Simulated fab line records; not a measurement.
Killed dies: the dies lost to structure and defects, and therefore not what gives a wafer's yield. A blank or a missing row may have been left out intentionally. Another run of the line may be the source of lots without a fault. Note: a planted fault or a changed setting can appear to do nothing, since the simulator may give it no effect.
Which of the tools did it? / flow sfq line / 7 lots with 21 wafers sampled at 2 steps, on a route of 325 steps

## WHAT THE GAUGES READ, wafer by wafer
SFQ_I3_BOW_MEAS_922.
lot=L473; measured=day 27 18:38; on=film metro-02; I3_BOW (um)=19 5 2
lot=L475; measured=day 29 14:23; on=film metro-01; I3_BOW (um)=-8 -7 -11
lot=L477; measured=day 30 17:35; on=film metro-01; I3_BOW (um)=-2 -3 -13
lot=L479; measured=day 32 21:59; on=film metro-02; I3_BOW (um)=3 8 9
lot=L487; measured=day 35 06:04; on=film metro-02; I3_BOW (um)=-1 14 7
lot=L490; measured=day 35 19:59; on=film metro-02; I3_BOW (um)=3 10 9
lot=L492; measured=day 36 09:10; on=film metro-01; I3_BOW (um)=-7 -5 -10

## TOOL THAT RAN EACH LOT (tool first, then ch and the chambers of the sampled wafers, then the start)
lot=L473; SFQ_TRILAYER_I0_VIA_ETCH_VIA_ETCH_034=rie diel-01 ch 2,3, day 9 14:26
lot=L475; SFQ_TRILAYER_I0_VIA_ETCH_VIA_ETCH_034=rie diel-03 ch 0,2,3, day 10 02:26
lot=L477; SFQ_TRILAYER_I0_VIA_ETCH_VIA_ETCH_034=rie diel-02 ch 0,1,3, day 10 16:23
lot=L479; SFQ_TRILAYER_I0_VIA_ETCH_VIA_ETCH_034=rie diel-01 ch 0,1,3, day 11 04:23
lot=L487; SFQ_TRILAYER_I0_VIA_ETCH_VIA_ETCH_034=rie diel-02 ch 0,2,3, day 14 08:18
lot=L490; SFQ_TRILAYER_I0_VIA_ETCH_VIA_ETCH_034=rie diel-03 ch 1,2,3, day 15 07:06
lot=L492; SFQ_TRILAYER_I0_VIA_ETCH_VIA_ETCH_034=rie diel-02 ch 1,2, day 15 23:28
- SFQ_TRILAYER_I0_VIA_ETCH_VIA_ETCH_034: etches SiO2 in CHF3, stops on Nb, target depth 260 nm.

## THE ANSWER, worked out from the rows above alone
Rule: the lots themselves supply what counts as usual. The widest of any qualifying gaps counts: lots, ordered by their means at a reading, are off when they make up no more than a third of the lots, leave a main group of 4 or more, and stand apart from it by 3 or more times the standard deviation of that group's means. A main group is skipped when, at the precision printed for the reading in the tables above, its means are all equal. A lot without any number at a reading at which 4 lots or more have one is off too. All remaining lots with rows at the step are treated as sound.
No lot is off on any of the readings shown, so nothing can be concluded from this.

## WHAT WAS PUT IN BY THE SIMULATOR
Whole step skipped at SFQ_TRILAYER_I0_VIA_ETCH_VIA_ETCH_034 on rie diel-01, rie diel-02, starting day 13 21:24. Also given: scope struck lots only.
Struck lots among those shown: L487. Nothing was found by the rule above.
